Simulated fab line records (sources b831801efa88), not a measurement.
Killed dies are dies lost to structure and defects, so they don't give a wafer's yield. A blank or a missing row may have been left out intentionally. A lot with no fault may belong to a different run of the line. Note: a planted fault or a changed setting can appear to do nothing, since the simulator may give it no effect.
Which of the tools did it? + flow gf180mcu + Sampling: 24 lots, 72 wafers, 3 of 602 route steps

WHAT THE GAUGES READ, wafer by wafer
GF_V2_BOW_MEAS_05. Usual: for V2_BOW the level is 101 um and the standard deviation is 7.6.
| lot  | measured     | on           | V2_BOW (um) | flag |
|------|--------------|--------------|-------------|------|
| L074 | day 19 08:53 | filmMetro-02 | 99 91 95    |      |
| L075 | day 19 12:46 | filmMetro-03 | 96 88 98    |      |
| L076 | day 19 21:37 | filmMetro-01 | 96 98 101   |      |
| L077 | day 20 07:07 | filmMetro-02 | 98 110 107  |      |
| L078 | day 20 15:14 | filmMetro-02 | 101 93 100  |      |
| L079 | day 21 01:07 | filmMetro-03 | 92 91 91    |      |
| L080 | day 21 14:04 | filmMetro-03 | 104 105 115 |      |
| L081 | day 21 23:53 | filmMetro-03 | 98 118 100  |      |
| L082 | day 22 07:10 | filmMetro-02 | 107 118 104 |      |
| L083 | day 23 04:47 | filmMetro-01 | 101 93 89   |      |
| L084 | day 23 12:02 | filmMetro-03 | 106 94 97   |      |
| L085 | day 23 16:25 | filmMetro-03 | 111 105 101 |      |
| L086 | day 24 00:52 | filmMetro-01 | 103 103 106 |      |
| L087 | day 24 08:19 | filmMetro-03 | 97 101 103  |      |
| L088 | day 24 08:26 | filmMetro-03 | 102 112 100 |      |
| L089 | day 24 22:14 | filmMetro-01 | 97 95 88    |      |
| L090 | day 25 09:36 | filmMetro-03 | 99 100 95   |      |
| L091 | day 25 10:32 | filmMetro-01 | 105 109 110 |      |
| L092 | day 25 16:28 | filmMetro-02 | 102 114 103 |      |
| L093 | day 25 22:14 | filmMetro-02 | 107 109 100 |      |
| L094 | day 26 04:14 | filmMetro-02 | 107 103 98  |      |
| L095 | day 26 12:46 | filmMetro-03 | 93 100 102  |      |
| L096 | day 26 18:31 | filmMetro-03 | 106 93 108  |      |
| L097 | day 27 05:00 | filmMetro-01 | 101 91 107  |      |

GF_V3_CD_MEAS_14: target cd 260 nm. Usual: cdNm 259.9 nm, standard deviation 1.3.
| lot  | measured     | on       | cdNm (nm)         | flag |
|------|--------------|----------|-------------------|------|
| L074 | day 22 12:40 | cdSem-01 | 260.3 261.0 260.6 |      |
| L075 | day 22 15:38 | cdSem-02 | 261.8 262.4 262.5 |      |
| L076 | day 23 00:34 | cdSem-01 | 262.3 262.2 261.1 |      |
| L077 | day 23 08:21 | cdSem-02 | 257.8 258.0 259.1 |      |
| L078 | day 23 18:33 | cdSem-01 | 259.9 258.0 258.5 |      |
| L079 | day 24 00:28 | cdSem-01 | 259.5 259.5 259.5 |      |
| L080 | day 24 14:43 | cdSem-01 | 261.2 261.5 260.8 |      |
| L081 | day 24 22:13 | cdSem-02 | 259.9 259.8 258.2 |      |
| L082 | day 25 04:50 | cdSem-02 | 261.2 261.7 261.6 |      |
| L083 | day 26 00:31 | cdSem-02 | 258.3 259.8 258.5 |      |
| L084 | day 26 07:02 | cdSem-01 | 262.6 261.9 261.4 |      |
| L085 | day 26 12:18 | cdSem-02 | 258.7 259.5 259.1 |      |
| L086 | day 26 20:24 | cdSem-01 | 260.0 259.7 259.4 |      |
| L087 | day 27 02:43 | cdSem-02 | 260.2 259.3 260.2 |      |
| L088 | day 27 03:04 | cdSem-02 | 258.9 258.8 258.2 |      |
| L089 | day 27 15:10 | cdSem-01 | 257.6 258.3 258.5 |      |
| L090 | day 28 02:05 | cdSem-02 | 258.8 258.5 258.9 |      |
| L091 | day 28 03:25 | cdSem-02 | 260.7 260.9 261.5 |      |
| L092 | day 28 07:56 | cdSem-01 | 258.1 258.8 259.4 |      |
| L093 | day 28 14:37 | cdSem-02 | 259.6 259.9 259.8 |      |
| L094 | day 28 19:52 | cdSem-02 | 259.3 260.0 259.7 |      |
| L095 | day 29 03:37 | cdSem-02 | 260.6 260.7 260.2 |      |
| L096 | day 29 07:47 | cdSem-02 | 259.8 261.2 259.8 |      |
| L097 | day 29 18:35 | cdSem-01 | 259.4 260.4 259.9 |      |

WHAT TOOL EACH LOT RAN ON (gives the tool, then ch and the chambers of the sampled wafers, and finally the start)
| lot  | GF_M1_METAL_ETCH_16              |
|------|----------------------------------|
| L074 | rieMetal-02 ch 0,1, day 17 04:49 |
| L075 | rieMetal-04 ch 0,1, day 17 08:47 |
| L076 | rieMetal-04 ch 0,1, day 17 17:49 |
| L077 | rieMetal-02 ch 0,1, day 18 03:20 |
| L078 | rieMetal-01 ch 0,1, day 18 10:40 |
| L079 | rieMetal-01 ch 0,1, day 18 19:37 |
| L080 | rieMetal-04 ch 0,1, day 19 09:30 |
| L081 | rieMetal-02 ch 0,1, day 19 18:52 |
| L082 | rieMetal-04 ch 0,1, day 20 02:42 |
| L083 | rieMetal-04 ch 0,1, day 21 01:43 |
| L084 | rieMetal-04 ch 0,1, day 21 09:46 |
| L085 | rieMetal-02 ch 0,1, day 21 13:55 |
| L086 | rieMetal-04 ch 1, day 21 23:04   |
| L087 | rieMetal-01 ch 0, day 22 06:04   |
| L088 | rieMetal-02 ch 0,1, day 22 07:04 |
| L089 | rieMetal-01 ch 0,1, day 22 21:02 |
| L090 | rieMetal-02 ch 0,1, day 23 08:37 |
| L091 | rieMetal-04 ch 0,1, day 23 11:11 |
| L092 | rieMetal-04 ch 0,1, day 23 16:46 |
| L093 | rieMetal-01 ch 0,1, day 23 22:16 |
| L094 | rieMetal-04 ch 0,1, day 24 04:36 |
| L095 | rieMetal-04 ch 0,1, day 24 13:37 |
| L096 | rieMetal-01 ch 0, day 24 19:51   |
| L097 | rieMetal-04 ch 0,1, day 25 07:22 |
- GF_M1_METAL_ETCH_16: etches the open film in Cl2/BCl3, stops on SiO2, target depth 627.5 nm, time 104.6 s.

AS READ BY THE TOOLS THEMSELVES (means over the sampled wafers that have a number; for cases with no such wafer, the mark the record gives instead)
GF_M1_METAL_ETCH_16. Usual: drypumpMotorCurrentA 5.91 A, standard deviation 0.27; heBacksideLeakSccm 3.3 sccm, standard deviation 0.38; oesProductAu 0.972 a.u., standard deviation 0.0067; throttleValvePct 28.249 %, standard deviation 0.01.
| lot  | tool        | drypumpMotorCurrentA (A) | heBacksideLeakSccm (sccm) | oesProductAu (a.u.) | throttleValvePct (%) | flag |
|------|-------------|--------------------------|---------------------------|---------------------|----------------------|------|
| L074 | rieMetal-02 | 6.14                     | 3.4                       | 0.969               | 28.245               |      |
| L075 | rieMetal-04 | 5.63                     | 3.3                       | 0.973               | 28.247               |      |
| L076 | rieMetal-04 | 5.79                     | 3.3                       | 0.974               | 28.247               |      |
| L077 | rieMetal-02 | 6.12                     | 3.2                       | 0.978               | 28.245               |      |
| L078 | rieMetal-01 | 6.10                     | 3.4                       | 0.970               | 28.256               |      |
| L079 | rieMetal-01 | 6.06                     | 3.3                       | 0.977               | 28.246               |      |
| L080 | rieMetal-04 | 5.63                     | 3.3                       | 0.969               | 28.259               |      |
| L081 | rieMetal-02 | 6.14                     | 3.1                       | 0.978               | 28.245               |      |
| L082 | rieMetal-04 | 5.62                     | 3.3                       | 0.971               | 28.248               |      |
| L083 | rieMetal-04 | 5.78                     | 3.2                       | 0.968               | 28.254               |      |
| L084 | rieMetal-04 | 5.79                     | 3.3                       | 0.980               | 28.252               |      |
| L085 | rieMetal-02 | 6.13                     | 3.3                       | 0.976               | 28.248               |      |
| L086 | rieMetal-04 | 5.93                     | 3.2                       | 0.968               | 28.248               |      |
| L087 | rieMetal-01 | 6.17                     | 3.4                       | 0.972               | 28.253               |      |
| L088 | rieMetal-02 | 6.12                     | 3.9                       | 0.979               | 28.254               |      |
| L089 | rieMetal-01 | 6.09                     | 3.4                       | 0.975               | 28.251               |      |
| L090 | rieMetal-02 | 6.13                     | 3.2                       | 0.970               | 28.255               |      |
| L091 | rieMetal-04 | 5.64                     | 3.2                       | 0.969               | 28.265               |      |
| L092 | rieMetal-04 | 5.79                     | 3.2                       | 0.964               | 28.262               |      |
| L093 | rieMetal-01 | 6.04                     | 4.4                       | 0.965               | 28.254               |      |
| L094 | rieMetal-04 | 5.63                     | 3.2                       | 0.980               | 28.245               |      |
| L095 | rieMetal-04 | 5.62                     | 3.2                       | 0.972               | 28.239               |      |
| L096 | rieMetal-01 | 6.18                     | 3.6                       | 0.973               | 28.258               |      |
| L097 | rieMetal-04 | 5.64                     | 3.3                       | 0.969               | 28.260               |      |

THE ANSWER, worked out from the rows above alone
Rule: lot off if the mean of its wafers having a number is beyond 3 standard deviations from the usual mean. A lot without any number at a reading at which 4 lots or more have one is off too. Where the step has rows for the other lots, those lots are counted as sound. Order of review: gauges by route order, followed by the tools' own readings, for which a lot's mean as printed above is used. The first step at which some lot is off is used, and at that step the reading that is off furthest; a lot without a number counts as furthest.
Across all readings shown, no lot is off: no conclusion can be drawn from this.

WHAT THE SIMULATOR HAD PUT IN
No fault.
